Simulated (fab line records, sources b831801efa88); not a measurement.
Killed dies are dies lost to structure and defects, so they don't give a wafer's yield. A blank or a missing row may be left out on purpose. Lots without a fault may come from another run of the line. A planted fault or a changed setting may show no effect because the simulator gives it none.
A struck lot beside a sound one | flow gf180mcu | 16 steps out of a route of 602
Sound: wafers L363.1, L363.3, L363.6. Struck: wafers L361.3, L361.5, L361.6. The cause comes at the end.
At each step with rows: each side's tool, then ch and its chambers, then its first start. Under that, the readings that differ: sound wafers | struck wafers | difference of the means | sigmas: that difference in standard deviations of wafers without a fault.
alike: readings whose means differ by less than 2 such deviations, and words and numbers that are the same on both sides. not compared: withheld readings, readings that some wafer has no value for, bounds like >300 that may hide the same value, and numbers for which the record gives no deviation and whose values overlap.
The two part at a step that has a row with sigmas, a row that says differs or no value, or rows on one side only. Numbers that don't overlap but have no deviation are shown without sigmas and don't part them. A reading that every wafer of one side lacks parts them only if that side has two wafers or more.

first, 1 step without rows for these wafers: GF_MVSD_IMPLANT_09.
GF_MVSD_STRIP_10: strips in O2/N2.
  sound on plasma_asher-03 ch 0,1, day 8 14:47; struck on plasma_asher-02 ch 0,1, day 8 02:20
  alike: drypump_motor_current_A, heater_power_w, oes_product_au, strip_time_to_endpoint_s
  not compared: rf_hours_counter_h
GF_MVSD_TW_MEAS_11:
  sound on film_metro-04, day 8 14:53; struck on film_metro-04, day 8 02:25
  alike: MVSD_TW
then, 7 steps without rows for these wafers: GF_MVPSD_DEHYDRATE_00 (time 60 s); GF_MVPSD_HMDS_01 (prime time 60 s); GF_MVPSD_COAT_02 (resist thk 3000 nm); GF_MVPSD_SOFTBAKE_03; GF_MVPSD_EXPOSE_04 (exposes mask MVPSD, target cd 1000 nm); GF_MVPSD_PEB_05; GF_MVPSD_DEVELOP_06 (develop time 60 s).
GF_MVPSD_OVL_MEAS_07:
  sound on overlay-02, day 9 05:58; struck on overlay-02, day 8 18:51
  alike: MVPSD_OVL
then, 1 step without rows for these wafers: GF_MVPSD_IMPLANT_08.
GF_MVPSD_IMPLANT_09:
  sound on implanter-03 ch 0, day 9 06:08; struck on implanter-01 ch 0, day 8 19:04
  reading            | sound                         | struck                           | difference  | sigmas
  dose_ions_cm2      | 5.008e+12 4.991e+12 5.007e+12 | 5.3627e+13 5.3617e+13 5.3618e+13 | +4.8619e+13 | +99 or more
  faraday_current_uA | 28.5 28.5 29.3                | 303.5 304.5 295.7                | +272.5      | +99 or more
GF_MVPSD_STRIP_10: strips in O2/N2.
  sound on plasma_asher-04 ch 0,1, day 9 06:17; struck on plasma_asher-04 ch 0,1, day 8 19:13
  alike: drypump_motor_current_A, heater_power_w, oes_product_au, strip_time_to_endpoint_s
  not compared: rf_hours_counter_h
GF_MVPSD_TW_MEAS_11:
  sound on film_metro-04, day 9 06:23; struck on film_metro-03, day 8 19:31
  reading  | sound             | struck            | difference | sigmas
  MVPSD_TW | 555.7 555.8 556.5 | 756.8 750.7 752.5 | +197.3     | +90
  not compared: hold
GF_PASSIVATION_PROBE_99:
  the record has rows for the sound wafers here (prober-02, day 33 21:28) and none for the struck ones

WHERE THEY PART
First at GF_MVPSD_IMPLANT_09; last, within this record, at GF_PASSIVATION_PROBE_99.

WHY: what the simulator had put in
Process parameter drift: implanter-01, from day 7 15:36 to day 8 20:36, at GF_MVPSD_IMPLANT_09. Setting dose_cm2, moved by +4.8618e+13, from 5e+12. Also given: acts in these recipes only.
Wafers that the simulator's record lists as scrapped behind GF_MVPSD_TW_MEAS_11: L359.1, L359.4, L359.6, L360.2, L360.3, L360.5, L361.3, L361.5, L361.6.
